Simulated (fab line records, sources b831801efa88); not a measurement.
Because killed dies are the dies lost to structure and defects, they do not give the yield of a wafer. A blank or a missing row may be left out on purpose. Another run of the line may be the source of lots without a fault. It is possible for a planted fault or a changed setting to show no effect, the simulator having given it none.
Which of the tools did it? ; flow sky130 ; 32 wafers from 12 lots sampled at 4 of the route's 708 steps

WHAT THE GAUGES READ, wafer by wafer
SKY_FIELD_ISO_THK_MEAS_04.
lot;measured;on;FIELD_ISO_CVD_03_THK (nm)
L318;day 2 05:08;film_metro-03;165.8 165.6 165.5
L319;day 2 09:26;film_metro-04;167.9 168.5 167.0
L320;day 2 15:07;film_metro-02;166.6 165.5 165.7
L321;day 2 21:02;film_metro-02;165.6 166.0 165.3
L322;day 2 21:02;film_metro-04;166.3 166.2 166.3
L324;day 3 07:55;film_metro-03;165.4 166.9 165.3
L327;day 4 01:41;film_metro-04;165.6 166.1 165.0
L328;day 4 06:08;film_metro-04;167.2 167.9 167.8
L330;day 4 16:06;film_metro-03;165.3 163.3 164.1
L334;day 5 09:17;film_metro-03;166.7
L338;day 6 03:59;film_metro-02;164.9
L339;day 6 10:15;film_metro-03;166.1 165.6 165.6

SKY_FIELD_ISO_CD_MEAS_13: target cd 150 nm.
lot;measured;on;cd_nm (nm)
L318;day 2 18:58;cd_sem-02;152.1 152.0 152.7
L319;day 2 23:55;cd_sem-02;150.7 151.9 150.7
L320;day 3 05:16;cd_sem-01;150.2 148.9 150.0
L321;day 3 11:43;cd_sem-01;149.5 150.0 148.5
L322;day 3 11:43;cd_sem-02;150.0 150.1 150.2
L324;day 3 22:10;cd_sem-02;149.6 149.9 149.7
L327;day 4 18:51;cd_sem-01;151.1 151.1 151.6
L328;day 4 22:19;cd_sem-01;148.0 149.2 147.0
L330;day 5 09:38;cd_sem-01;150.6 150.5 151.9
L334;day 6 02:17;cd_sem-01;151.4
L338;day 6 22:38;cd_sem-02;149.6
L339;day 7 05:53;cd_sem-02;150.8 150.7 151.1

SKY_FIELD_ISO_THK_MEAS_25.
lot;measured;on;FIELD_ISO_CVD_24_THK (nm)
L318;day 3 03:12;film_metro-03;596 603 594
L319;day 3 03:12;film_metro-04;588 587 580
L320;day 3 14:32;film_metro-03;596 596 587
L321;day 3 14:32;film_metro-04;597 593 602
L322;day 3 14:37;film_metro-02;592 602 596
L324;day 4 05:38;film_metro-02;595 600 599
L327;day 4 20:49;film_metro-04;602 600 596
L328;day 5 00:16;film_metro-04;594 589 588
L330;day 5 14:00;film_metro-04;606 601 601
L334;day 6 06:11;film_metro-02;836 836
L338;day 7 01:42;film_metro-04;823 823
L339;day 7 08:17;film_metro-04;586 588 829 586 589 830

WHICH TOOL RAN EACH LOT (tool, then ch and the chambers of the sampled wafers, then the start)
lot;SKY_FIELD_ISO_CVD_24
L318;hdpcvd-02 ch 0,1,2, day 3 03:08
L319;hdpcvd-01 ch 0,2, day 3 03:08
L320;hdpcvd-01 ch 0,2, day 3 14:28
L321;hdpcvd-02 ch 0,1,2, day 3 14:28
L322;hdpcvd-01 ch 0,1,2, day 3 14:32
L324;hdpcvd-02 ch 0,1,2, day 4 05:34
L327;hdpcvd-02 ch 1,2, day 4 20:44
L328;hdpcvd-01 ch 1,2, day 5 00:10
L330;hdpcvd-02 ch 0,1,2, day 5 13:55
L334;hdpcvd-01 ch 0, day 6 06:08
L338;hdpcvd-01 ch 0, day 7 01:38
L339;hdpcvd-01 ch 0,1, day 7 08:12
- SKY_FIELD_ISO_CVD_24: deposits SiO2, target thk 595 nm, time 99.2 s.

WHAT THE TOOLS THEMSELVES READ (means of the sampled wafers that have a number; where no wafer has one, the mark that the record gives instead)
SKY_FIELD_ISO_CVD_24.
lot;tool;pressure_mtorr (mTorr)
L318;hdpcvd-02;6.008
L319;hdpcvd-01;6.007
L320;hdpcvd-01;5.998
L321;hdpcvd-02;6.004
L322;hdpcvd-01;5.989
L324;hdpcvd-02;6.012
L327;hdpcvd-02;5.997
L328;hdpcvd-01;5.998
L330;hdpcvd-02;5.993
L334;hdpcvd-01;6.002
L338;hdpcvd-01;5.994
L339;hdpcvd-01;5.999

THE ANSWER, worked out from the rows above alone
Rule: the lots themselves supply what counts as usual. Put in order of their means at a reading, lots are off if they are a third of the lots or fewer, leave a main group of 4 or more, and stand apart from it by a gap of 3 or more times the standard deviation of the main group's means; of several such gaps the widest counts. The tables above print the reading to a certain number of digits; a main group whose means all agree to those digits is not used. Also off: a lot with no number at a reading for which 4 or more lots have one. Where the step has rows for the other lots, those lots are counted as sound. The gauges are gone through in route order, then the tools' own readings, and for those a lot's mean is taken as printed above. The first step at which some lot is off is used, and at that step the reading that is off furthest; a lot without a number counts as furthest.
Off: L334, L338, L339, at SKY_FIELD_ISO_THK_MEAS_25 (FIELD_ISO_CVD_24_THK). The main group has a mean of 596 nm with a standard deviation of 5.
A tool fits if, at a process step before that reading, it ran every lot that is off, and no sound lot after the first of them. Those tools and the gauges at SKY_FIELD_ISO_THK_MEAS_25 are tried in the same way. One fits: SKY_FIELD_ISO_CVD_24 on hdpcvd-01. A fault onset in the window from L328 (day 5 00:10, its last sound lot) to L334 (day 6 06:08, its first lot off) fits.

WHAT THE SIMULATOR PUT IN
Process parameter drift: hdpcvd-01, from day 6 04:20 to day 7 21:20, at SKY_FIELD_ISO_CVD_24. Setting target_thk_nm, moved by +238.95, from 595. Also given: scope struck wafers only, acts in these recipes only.
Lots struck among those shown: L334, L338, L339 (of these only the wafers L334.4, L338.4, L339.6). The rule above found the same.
